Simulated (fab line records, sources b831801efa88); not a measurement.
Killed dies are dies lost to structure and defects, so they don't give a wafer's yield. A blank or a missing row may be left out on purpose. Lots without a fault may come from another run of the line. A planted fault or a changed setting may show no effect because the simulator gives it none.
Which tool did it? | flow gf180mcu | 6 lots, 18 wafers sampled, at 4 steps of a route of 602

WHAT THE GAUGES READ, wafer by wafer
GF_CONTACT_THK_MEAS_01.
lot  | measured     | on            | CONTACT_CVD_00_THK (nm)
L125 | day 16 00:05 | film_metro-04 | 299 296 299
L127 | day 16 16:11 | film_metro-04 | 297 293 299
L130 | day 17 20:26 | film_metro-03 | 299 303 300
L138 | day 20 14:52 | film_metro-04 | 298 298 303
L140 | day 21 05:23 | film_metro-03 | 309 301 155 309 302 155
L146 | day 23 07:56 | film_metro-01 | 292 297 299

WHICH TOOL RAN EACH LOT (tool, then ch and the chambers of the sampled wafers, then the start)
lot  | GF_SALICIDE_SPUTTER_03       | GF_SALICIDE_RTA_08               | GF_CONTACT_CVD_00
L125 | pvd_sputter-03, day 15 23:31 | rtp_anneal-01 ch 0, day 15 23:56 | hdpcvd-01 ch 1, day 16 00:01
L127 | pvd_sputter-01, day 16 15:36 | rtp_anneal-01 ch 0, day 16 16:03 | hdpcvd-02 ch 0,1,2, day 16 16:07
L130 | pvd_sputter-03, day 17 19:52 | rtp_anneal-02 ch 0, day 17 20:17 | hdpcvd-01 ch 0,1,2, day 17 20:22
L138 | pvd_sputter-01, day 20 14:18 | rtp_anneal-02 ch 0, day 20 14:44 | hdpcvd-01 ch 1,2, day 20 14:49
L140 | pvd_sputter-01, day 21 04:50 | rtp_anneal-01 ch 0, day 21 05:15 | hdpcvd-01 ch 0,1,2, day 21 05:20
L146 | pvd_sputter-04, day 23 07:22 | rtp_anneal-01 ch 0, day 23 07:49 | hdpcvd-02 ch 0,1,2, day 23 07:52
- GF_SALICIDE_SPUTTER_03: material TiN, target thk 20 nm, time 16.7 s.
- GF_SALICIDE_RTA_08: time 30 s.
- GF_CONTACT_CVD_00: deposits SiO2, target thk 300 nm, time 50 s.

THE ANSWER, worked out from the rows above alone
Rule: what is usual is taken from the lots themselves. Put in order of their means at a reading, lots are off if they are a third of the lots or fewer, leave a main group of 4 or more, and stand apart from it by a gap of 3 or more times the standard deviation of the main group's means; of several such gaps the widest counts. A main group whose means are all the same, to the digits that the tables above print for the reading, isn't used. A lot without any number at a reading at which 4 lots or more have one is off too. The other lots that the step has rows for count as sound.
Off: L140, at GF_CONTACT_THK_MEAS_01 (CONTACT_CVD_00_THK). The main group: mean 298 nm, standard deviation 1.8.
A tool fits if, at a process step before that reading, it ran every lot that is off, and no sound lot after the first of them. The gauges at GF_CONTACT_THK_MEAS_01 are tried like those tools. Can't be told from this: 3 tools fit, pvd_sputter-01 at GF_SALICIDE_SPUTTER_03, hdpcvd-01 at GF_CONTACT_CVD_00, film_metro-03 at GF_CONTACT_THK_MEAS_01.

WHAT THE SIMULATOR HAD PUT IN
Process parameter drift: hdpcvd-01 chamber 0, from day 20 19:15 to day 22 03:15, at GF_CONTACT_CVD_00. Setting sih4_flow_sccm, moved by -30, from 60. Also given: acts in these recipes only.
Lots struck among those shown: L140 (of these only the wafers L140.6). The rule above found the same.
